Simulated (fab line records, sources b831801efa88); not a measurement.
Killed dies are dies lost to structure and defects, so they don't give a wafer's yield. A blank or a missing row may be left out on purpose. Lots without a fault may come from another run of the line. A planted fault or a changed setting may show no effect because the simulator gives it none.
Which tool did it? | flow gf180mcu | 6 lots, 18 wafers sampled, at 1 step of a route of 602

WHAT THE GAUGES READ, wafer by wafer
GF_V3_CD_MEAS_14: target cd 260 nm.
lot  | measured     | on        | cd_nm (nm)
L225 | day 22 16:05 | cd_sem-01 | 259.1 258.9 259.2
L227 | day 23 08:33 | cd_sem-02 | 259.0 260.7 259.8
L230 | day 24 11:30 | cd_sem-02 | 259.7 260.9 260.1
L235 | day 26 08:01 | cd_sem-01 | 260.9 261.2 260.6
L241 | day 28 04:44 | cd_sem-02 | 259.0 259.2 260.2
L247 | day 29 13:25 | cd_sem-02 | 259.8 259.1 260.3

WHICH TOOL RAN EACH LOT (tool, then ch and the chambers of the sampled wafers, then the start)
The record holds no process step before these readings.

THE ANSWER, worked out from the rows above alone
Rule: what is usual is taken from the lots themselves. Put in order of their means at a reading, lots are off if they are a third of the lots or fewer, leave a main group of 4 or more, and stand apart from it by a gap of 3 or more times the standard deviation of the main group's means; of several such gaps the widest counts. A main group whose means are all the same, to the digits that the tables above print for the reading, isn't used. A lot without any number at a reading at which 4 lots or more have one is off too. The other lots that the step has rows for count as sound.
No lot is off at any reading shown: from this, nothing can be told.

WHAT THE SIMULATOR HAD PUT IN
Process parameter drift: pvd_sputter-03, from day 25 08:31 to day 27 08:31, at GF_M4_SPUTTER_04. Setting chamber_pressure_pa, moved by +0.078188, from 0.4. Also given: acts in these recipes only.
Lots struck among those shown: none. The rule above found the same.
